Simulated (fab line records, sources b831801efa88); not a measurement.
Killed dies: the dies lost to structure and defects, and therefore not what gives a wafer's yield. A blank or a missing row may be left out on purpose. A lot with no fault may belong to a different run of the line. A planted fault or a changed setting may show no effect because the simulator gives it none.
Chamber matching | flow gf180mcu | GF_V5_CMP_26 on cmp-01 has 4 sister chambers
The step polishes, stops on SiO2, t overpolish 15 s, target thk 0 nm. 8 wafers are shown with their chamber, then 11 later ones without.

== WAFERS, EACH WITH ITS CHAMBER ==
wafer  | chamber | motor-current-A (A) | edge-zone-pressure-frac
L745.4 | 3       | 10.0                | 1.007
L750.4 | 1       | 10.5                | 1.002
L757.3 | 0       | 11.2                | 0.992
L757.4 | 1       | 10.5                | 1.000
L757.6 | 0       | 11.6                | 1.004
L760.2 | 3       | 9.5                 | 0.999
L760.6 | 2       | 11.2                | 1.002
L759.1 | 2       | 11.1                | 1.003

== WAFERS WHOSE CHAMBER IS MISSING ==
wafer  | motor-current-A (A) | edge-zone-pressure-frac
L759.2 | 11.9                | 0.994
L759.4 | 10.1                | 0.996
L762.2 | 12.2                | 0.999
L762.3 | 10.2                | 1.001
L762.4 | 9.6                 | 0.995
L761.4 | 10.5                | 0.994
L761.5 | 10.5                | 1.001
L761.6 | 12.5                | 1.000
L764.2 | 10.5                | 1.001
L764.3 | 11.4                | 1.006
L764.5 | 10.8                | 1.001

== THE CHAMBER EACH PASSED THROUGH ==
wafer  | from the rows above          | in truth
L759.2 | can't be placed: 0 or 2      | 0
L759.4 | can't be placed: 1 or 3      | 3
L762.2 | can't be placed: 0 or 2      | 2
L762.3 | can't be placed: 1 or 3      | 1
L762.4 | 3                            | 3
L761.4 | can't be placed: 1 or 2      | 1
L761.5 | 1                            | 1
L761.6 | can't be placed: 0 or 2      | 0
L764.2 | 1                            | 1
L764.3 | can't be placed: 2 or 0      | 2
L764.5 | can't be placed: 1 or 2 or 0 | 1
3 of 11 placed correctly. Cannot be placed on the basis of these rows: 8; the candidates contain the true chamber in 8. Number placed wrongly: 0.
How it was worked out, from the rows above alone: a wafer's distance from a chamber is the root of the sum, over the readings, of the square of ((its reading less the chamber's mean) divided by the reading's scatter). The wafer belongs to the nearest chamber; if the next one is less than 2 further off, it can't be placed. For every chamber, the mean is computed from those of its wafers that are shown. The scatter is the square root of a quotient: the sum, over the shown wafers, of each reading's squared deviation from its chamber's mean, divided by wafers minus chambers.
